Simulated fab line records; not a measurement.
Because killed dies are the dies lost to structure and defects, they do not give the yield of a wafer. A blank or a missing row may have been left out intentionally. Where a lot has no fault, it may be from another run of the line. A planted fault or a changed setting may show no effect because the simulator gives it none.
One fault through the eyes of 2 desks	flow gf180mcu	numbers are kept per desk, each desk with only its own; the story behind them comes last

## THE TOOL OWNER'S DESK: hdpcvd-01
The tool's own readings at GF_V3_CVD_00 (deposits SiO2, target thk 600 nm, time 100 s): means of the sampled wafers that have a number, for each lot that ran on this tool. Marked OUT: a lot whose mean sits more than 4 standard deviations from the usual mean, which makes it out of limits; the brackets give that distance.
Columns: A = pressure_mtorr at GF_V3_CVD_00, usual 6.000 mTorr; B = sih4_flow_sccm at GF_V3_CVD_00, usual 60.00 sccm
lot	first seen here	A	B
L929	day 21 09:17	5.987	59.95
L930	day 21 18:23	5.999	60.07
L940	day 25 05:50	6.004	59.93
L941	day 25 14:35	5.993	60.26
L948	day 27 19:37	6.001	50.76 (-54) OUT
L949	day 28 06:50	5.988	50.98 (-53) OUT
L951	day 28 17:18	5.999	50.93 (-53) OUT
This desk finds L948, L949, L951 out of limits, L948 being first, at day 27 19:37 (sih4_flow_sccm at GF_V3_CVD_00). L929, L930, L940, L941: within limits.

## FROM THE METROLOGY DESK
Means of the sampled wafers that have a number, per lot and without regard to the tool the lot ran on: this is what the gauges read. Marked OUT: a lot whose mean sits more than 4 standard deviations from the usual mean, which makes it out of limits; the brackets give that distance.
Columns: A = V3_CVD_00_THK at GF_V3_THK_MEAS_01, usual 601 nm
lot	first seen here	A
L929	day 21 09:23	598
L930	day 21 18:29	610
L931	day 21 22:22	594
L933	day 22 21:49	598
L934	day 23 05:38	600
L935	day 23 09:22	601
L937	day 24 07:04	598
L940	day 25 05:55	609
L941	day 25 14:40	594
L942	day 25 19:10	602
L943	day 26 05:22	604
L944	day 26 10:03	607
L948	day 27 19:43	519 (-13) OUT
L949	day 28 06:56	508 (-14) OUT
L951	day 28 17:23	512 (-14) OUT
This desk reports L948, L949, L951 out of limits; the earliest was L948 at day 27 19:43 (V3_CVD_00_THK at GF_V3_THK_MEAS_01). L929, L930, L931, L933, L934, L935, L937, L940, L941, L942, L943, L944: within limits.

## BROUGHT TOGETHER
The tool owner's desk could have raised an alarm at day 27 19:37, on L948, L949, L951.
On L948, L949, L951, the metrology desk was in a position to raise an alarm at day 27 19:43.
Of the lots named, all ran GF_V3_CVD_00 on hdpcvd-01.

## WHAT THE SIMULATOR PUT IN
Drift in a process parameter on hdpcvd-01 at GF_V3_CVD_00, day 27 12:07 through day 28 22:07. The setting sih4_flow_sccm was moved by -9, starting from 60. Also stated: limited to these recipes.
Lots struck among those shown: L948, L949, L951.
Hours from the fault's start to each desk's first reading out of limits: the tool owner's desk, 8; the metrology desk, 8.
